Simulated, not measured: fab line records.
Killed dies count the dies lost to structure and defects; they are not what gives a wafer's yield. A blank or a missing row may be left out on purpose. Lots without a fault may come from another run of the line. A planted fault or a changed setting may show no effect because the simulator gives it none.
Chamber matching :: flow sky130 :: SKY_VIA1_ETCH_15 on rie diel-03: 4 sister chambers
The step etches SiO2 in C4F8/O2/Ar, stops on TiN, target depth 351 nm, time 54 s. 7 wafers are shown with their chamber, then 9 later ones without.

WAFERS, EACH WITH ITS CHAMBER
wafer: L075.3
chamber: 2
oes product au (a.u.): 0.984

wafer: L081.6
chamber: 1
oes product au (a.u.): 0.985

wafer: L084.1
chamber: 3
oes product au (a.u.): 0.985

wafer: L084.3
chamber: 1
oes product au (a.u.): 0.985

wafer: L087.1
chamber: 3
oes product au (a.u.): 0.978

wafer: L087.3
chamber: 0
oes product au (a.u.): 0.975

wafer: L087.6
chamber: 0
oes product au (a.u.): 0.991

WAFERS MISSING THEIR CHAMBER
wafer: L088.2
oes product au (a.u.): 0.982

wafer: L088.3
oes product au (a.u.): 0.980

wafer: L088.4
oes product au (a.u.): 0.981

wafer: L089.2
oes product au (a.u.): 0.979

wafer: L089.5
oes product au (a.u.): 0.991

wafer: L089.6
oes product au (a.u.): 0.981

wafer: L097.2
oes product au (a.u.): 0.986

wafer: L097.3
oes product au (a.u.): 0.983

wafer: L097.4
oes product au (a.u.): 0.976

THE CHAMBER EACH PASSED THROUGH
wafer: L088.2
from the rows above: can't be placed: 3 or 0 or 2 or 1
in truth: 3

wafer: L088.3
from the rows above: can't be placed: 3 or 0 or 2 or 1
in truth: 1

wafer: L088.4
from the rows above: can't be placed: 3 or 0 or 2 or 1
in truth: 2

wafer: L089.2
from the rows above: can't be placed: 3 or 0 or 2 or 1
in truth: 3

wafer: L089.5
from the rows above: can't be placed: 1 or 2 or 0 or 3
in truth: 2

wafer: L089.6
from the rows above: can't be placed: 3 or 0 or 2 or 1
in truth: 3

wafer: L097.2
from the rows above: can't be placed: 1 or 2 or 0 or 3
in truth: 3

wafer: L097.3
from the rows above: can't be placed: 0 or 2 or 3 or 1
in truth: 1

wafer: L097.4
from the rows above: can't be placed: 3 or 0 or 2 or 1
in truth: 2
Placed correctly: 0 of 9. Can't be placed from these rows: 9 (the true chamber is among the candidates in 9). Number placed wrongly: 0.
How it was worked out, from the rows above alone: a wafer's distance from a chamber is the root of the sum, over the readings, of the square of ((its reading less the chamber's mean) divided by the reading's scatter). The wafer belongs to the nearest chamber; if the next one is less than 2 further off, it can't be placed. The mean given for a chamber averages the wafers shown for that chamber. The scatter is the square root of a quotient: the sum, over the shown wafers, of each reading's squared deviation from its chamber's mean, divided by wafers minus chambers.
